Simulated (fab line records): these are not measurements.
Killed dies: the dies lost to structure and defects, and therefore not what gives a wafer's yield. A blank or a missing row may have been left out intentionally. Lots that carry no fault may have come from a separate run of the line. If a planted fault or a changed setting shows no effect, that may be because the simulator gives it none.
A struck lot beside a sound one + flow sky130 + 43 out of 708 route steps
Sound: wafers L164.2, L164.4, L164.5. Struck: wafer L178.1. (L178.4, L178.6 of the same lot were not struck and are left out.) The cause comes at the end.
At each step with rows: each side's tool, then ch and its chambers, then its first start. Under that, the readings that differ: sound wafers + struck wafers + difference of the means + sigmas: that difference in standard deviations of wafers without a fault.
alike: a reading whose means differ by less than 2 such deviations, as well as words and numbers matching on both sides. not compared: withheld readings; readings where some wafer has no value; bounds like >300 that might hide an equal value; numbers whose values overlap and for which the record gives no deviation.
Wherever a step has rows on one side only, a row that says differs or no value, or a row with sigmas, the two part there. When numbers do not overlap yet have no deviation, they are printed without sigmas and do not part them. A reading that every wafer of one side lacks parts them only if that side has two wafers or more.

SKY_LI_CONTACT_OVL_MEAS_13:
  sound: overlay-02 at day 29 07:17; struck: overlay-01 at day 34 03:59
  alike: LI_CONTACT_OVL
then, 1 step without rows for these wafers: SKY_LI_CONTACT_ETCH_14 (etches BARC in N2/H2, stops on SiO2, time 45.9 s, target depth 60 nm).
SKY_LI_CONTACT_ETCH_15: etches PSG in C4F8/O2/Ar, stops on Si, target depth 600 nm.
  sound on rie-diel-04 ch 1,2,3, day 29 07:22; struck on rie-diel-04 ch 1, day 34 04:04
| reading               | sound             | struck | difference | sigmas |
|-----------------------|-------------------|--------|------------|--------|
| oes-product-au (a.u.) | 0.839 0.841 0.838 | 0.831  | -0.008     | -2     |
  alike: bias-w, rf-fwd-power-W
then, 5 steps without rows for these wafers: SKY_LI_CONTACT_STRIP_16 (strips in O2/N2); SKY_LI_CONTACT_CLEAN_17 (cleans in NMP, time 600 s); SKY_LI_CONTACT_PRE_CLEAN_18 (time 5.6 s); SKY_LI_CONTACT_SPUTTER_19 (material Ti, target thk 20 nm, time 106.37 s); SKY_LI_CONTACT_SPUTTER_20 (material TiN, target thk 20 nm, time 80 s).
SKY_LI_CONTACT_CVD_21: deposits W, target thk 400 nm, time 120.56 s.
  sound on cvd-w-02 ch 0, day 29 07:53; struck on cvd-w-01 ch 1, day 34 04:35
  alike: heater-power-w
SKY_LI_CONTACT_RS_MEAS_22: the measuring method here is four-point-probe.
  sound: film-metro-02 at day 29 08:02; struck: film-metro-03 at day 34 04:43
  alike: LI_CONTACT_W_RS
SKY_LI_CONTACT_THK_MEAS_23: measures by xrf.
  sound: film-metro-02 at day 29 08:08; struck: film-metro-03 at day 34 04:50
  alike: LI_CONTACT_W_THK
then, 1 step without rows for these wafers: SKY_LI_CONTACT_CMP_24 (polishes, stops on PSG, t overpolish 20 s, target thk 0 nm).
SKY_LOCAL_INTERCONNECT_SPUTTER_00: material TiN, target thk 100 nm, time 83.3 s.
  sound: pvd-sputter-02 at day 29 08:29; struck: pvd-sputter-02 at day 34 05:11
| reading                | sound          | struck | difference | sigmas |
|------------------------|----------------|--------|------------|--------|
| throttle-valve-pct (%) | 30.2 30.1 30.1 | 27.0   | -3.1       | -3     |
  alike: cathode-dc-power-W
SKY_LOCAL_INTERCONNECT_RS_MEAS_01: the measuring method here is four-point-probe.
  sound: film-metro-03 at day 29 08:35; struck: film-metro-01 at day 34 05:15
  alike: LOCAL_INTERCONNECT_TIN_RS
SKY_LOCAL_INTERCONNECT_THK_MEAS_02: measures by xrf.
  sound: film-metro-03 at day 29 08:41; struck: film-metro-01 at day 34 05:22
  alike: LOCAL_INTERCONNECT_TIN_THK
then, 8 steps without rows for these wafers: SKY_LOCAL_INTERCONNECT_DEHYDRATE_03 (time 60 s); SKY_LOCAL_INTERCONNECT_HMDS_04 (prime time 60 s); SKY_LOCAL_INTERCONNECT_COAT_05 (resist thk 60 nm); SKY_LOCAL_INTERCONNECT_COAT_06 (resist thk 450 nm); SKY_LOCAL_INTERCONNECT_SOFTBAKE_07 (time 90 s); SKY_LOCAL_INTERCONNECT_EXPOSE_08 (exposes mask LI1M, target cd 170 nm); SKY_LOCAL_INTERCONNECT_PEB_09; SKY_LOCAL_INTERCONNECT_DEVELOP_10 (develop time 60 s).
SKY_LOCAL_INTERCONNECT_CD_MEAS_11 targets a cd of 170 nm.
  sound: cd-sem-01 at day 30 12:41; struck: cd-sem-01 at day 35 08:07
  alike: cd-nm
SKY_LOCAL_INTERCONNECT_OVL_MEAS_12:
  sound: overlay-02 at day 30 12:47; struck: overlay-02 at day 35 08:14
  alike: LOCAL_INTERCONNECT_OVL
then, 1 step without rows for these wafers: SKY_LOCAL_INTERCONNECT_ETCH_13 (etches BARC in N2/H2, stops on SiO2, time 45.9 s, target depth 60 nm).
SKY_LOCAL_INTERCONNECT_METAL_ETCH_14: etches TiN in Cl2/BCl3, stops on PSG, target depth 110 nm, time 31.4 s.
  sound on rie-metal-03 ch 0, day 30 12:53; struck on rie-metal-02 ch 0, day 35 08:20
  alike: bias-w, drypump-motor-current-A, oes-product-au, rf-fwd-power-W, throttle-valve-pct
  not compared: rf-hours-counter-h
SKY_LOCAL_INTERCONNECT_STRIP_15: strips in O2/N2.
  sound on plasma-asher-01 ch 0,1, day 30 12:56; struck on plasma-asher-02 ch 0, day 35 08:23
| reading                      | sound             | struck | difference | sigmas |
|------------------------------|-------------------|--------|------------|--------|
| strip-time-to-endpoint-s (s) | 4.732 4.748 4.748 | 4.692  | -0.051     | -3     |
  alike: drypump-motor-current-A, oes-product-au
  not compared: rf-hours-counter-h
then, 4 steps without rows for these wafers: SKY_LOCAL_INTERCONNECT_STRIP_16 (strips in post etch residue remover, time 1200 s); SKY_LOCAL_INTERCONNECT_CLEAN_17 (cleans in IPA, time 180 s); SKY_LOCAL_INTERCONNECT_CLEAN_18 (cleans in O3/DIW); SKY_CONTACT_CVD_00 (deposits Si3N4, target thk 75 nm).
SKY_CONTACT_THK_MEAS_01:
  sound: film-metro-02 at day 30 13:34; struck: film-metro-01 at day 35 09:02
  alike: CONTACT_CVD_00_THK
then, 1 step without rows for these wafers: SKY_CONTACT_HDPCVD_02 (deposits SiO2, target thk 565 nm, time 94.2 s).
SKY_CONTACT_THK_MEAS_03:
  sound: film-metro-04 at day 30 13:42; struck: film-metro-02 at day 35 09:10
  alike: CONTACT_HDPCVD_THK
SKY_CONTACT_CMP_04: polishes SiO2.
  sound on cmp-01 ch 1,3, day 30 13:48; struck on cmp-01 ch 2, day 35 09:20
  alike: motor-current-A, time-to-endpoint-s
SKY_CONTACT_BOW_MEAS_05:
  sound: film-metro-01 at day 30 14:04; struck: film-metro-01 at day 35 09:32
  alike: CONTACT_BOW
then, 5 steps without rows for these wafers: SKY_CONTACT_DEHYDRATE_06 (time 60 s); SKY_CONTACT_HMDS_07 (prime time 60 s); SKY_CONTACT_COAT_08 (resist thk 60 nm); SKY_CONTACT_COAT_09 (resist thk 450 nm); SKY_CONTACT_SOFTBAKE_10 (time 90 s).
-- the record jumps here: 14 days lie between the struck wafers' starts before and after (it left off in module CONTACT and takes up again in module PAD_OPEN, whose first step shown is number 708 of the route) --
SKY_PAD_OPEN_PROBE_99:
  rows exist in the record for the struck wafers here (prober-01, day 49 14:26), but not for the sound ones

WHERE THEY PART
First at SKY_LI_CONTACT_ETCH_15; last, within this record, at SKY_PAD_OPEN_PROBE_99.

WHY: what had been put in by the simulator
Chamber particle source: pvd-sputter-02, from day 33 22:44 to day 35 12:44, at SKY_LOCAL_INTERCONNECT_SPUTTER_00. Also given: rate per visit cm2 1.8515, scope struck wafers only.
